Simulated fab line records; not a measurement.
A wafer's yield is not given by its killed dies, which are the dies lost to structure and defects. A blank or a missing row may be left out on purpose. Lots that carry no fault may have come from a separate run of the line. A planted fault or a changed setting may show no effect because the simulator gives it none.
Chamber matching / flow sfq line / SFQ_TRILAYER_I4_CMP_CMP_100 on cmp-02 has 4 sister chambers
The step polishes SiO2. 16 wafers are shown with their chamber, then 8 later ones without.

== WAFERS PAIRED WITH THEIR CHAMBERS ==
wafer=L904.1; chamber=2; motor current A (A)=9.6; time to endpoint s (s)=201
wafer=L904.4; chamber=0; motor current A (A)=10.0; time to endpoint s (s)=211
wafer=L904.6; chamber=1; motor current A (A)=10.1; time to endpoint s (s)=207
wafer=L906.2; chamber=3; motor current A (A)=11.4; time to endpoint s (s)=207
wafer=L906.4; chamber=0; motor current A (A)=10.4; time to endpoint s (s)=214
wafer=L906.1; chamber=2; motor current A (A)=10.1; time to endpoint s (s)=199
wafer=L907.3; chamber=3; motor current A (A)=10.5; time to endpoint s (s)=208
wafer=L907.5; chamber=2; motor current A (A)=10.0; time to endpoint s (s)=209
wafer=L907.6; chamber=3; motor current A (A)=11.8; time to endpoint s (s)=205
wafer=L912.4; chamber=2; motor current A (A)=10.3; time to endpoint s (s)=216
wafer=L912.5; chamber=2; motor current A (A)=9.2; time to endpoint s (s)=214
wafer=L912.6; chamber=1; motor current A (A)=10.8; time to endpoint s (s)=216
wafer=L919.3; chamber=0; motor current A (A)=10.2; time to endpoint s (s)=219
wafer=L919.4; chamber=1; motor current A (A)=10.7; time to endpoint s (s)=219
wafer=L919.5; chamber=0; motor current A (A)=9.5; time to endpoint s (s)=232
wafer=L920.4; chamber=2; motor current A (A)=10.0; time to endpoint s (s)=211

SIGNATURES, as means of the wafers listed above
reading=motor current A; chamber 0=10.025; chamber 1=10.533; chamber 2=9.867; chamber 3=11.233; scatter within a chamber=0.449
reading=time to endpoint s; chamber 0=219.00; chamber 1=214.00; chamber 2=208.33; chamber 3=206.67; scatter within a chamber=6.95
Rule: a wafer lies at a distance from a chamber equal to the root of the sum of squares, over the readings, of (its reading less the chamber's mean, divided by the reading's scatter). If the next closest chamber is less than 2 further off than the closest, the wafer can't be placed; otherwise it belongs to the closest. The scatter is the square root of a quotient: the sum, over the shown wafers, of each reading's squared deviation from its chamber's mean, divided by wafers minus chambers.

== WAFERS WITH NO CHAMBER GIVEN ==
wafer=L920.2; motor current A (A)=10.8; time to endpoint s (s)=207
wafer=L920.6; motor current A (A)=9.9; time to endpoint s (s)=213
wafer=L923.1; motor current A (A)=10.8; time to endpoint s (s)=205
wafer=L923.4; motor current A (A)=10.5; time to endpoint s (s)=225
wafer=L923.6; motor current A (A)=9.5; time to endpoint s (s)=222
wafer=L924.1; motor current A (A)=10.8; time to endpoint s (s)=204
wafer=L924.5; motor current A (A)=11.9; time to endpoint s (s)=211
wafer=L924.6; motor current A (A)=10.5; time to endpoint s (s)=221

== WHICH CHAMBER EACH WENT THROUGH ==
wafer=L920.2; from the rows above=can't be placed: 3 or 1 or 2 or 0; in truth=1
wafer=L920.6; from the rows above=can't be placed: 2 or 0 or 1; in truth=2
wafer=L923.1; from the rows above=can't be placed: 3 or 1 or 2 or 0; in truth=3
wafer=L923.4; from the rows above=can't be placed: 0 or 1 or 2 or 3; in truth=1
wafer=L923.6; from the rows above=can't be placed: 0 or 2 or 1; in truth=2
wafer=L924.1; from the rows above=can't be placed: 3 or 1 or 2 or 0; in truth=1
wafer=L924.5; from the rows above=can't be placed: 3 or 1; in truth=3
wafer=L924.6; from the rows above=can't be placed: 1 or 0 or 2 or 3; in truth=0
Correct placement for 0 of the 8. Unplaceable from these rows: 8, with the true chamber sitting among the candidates in 8. Wrongly placed: 0.
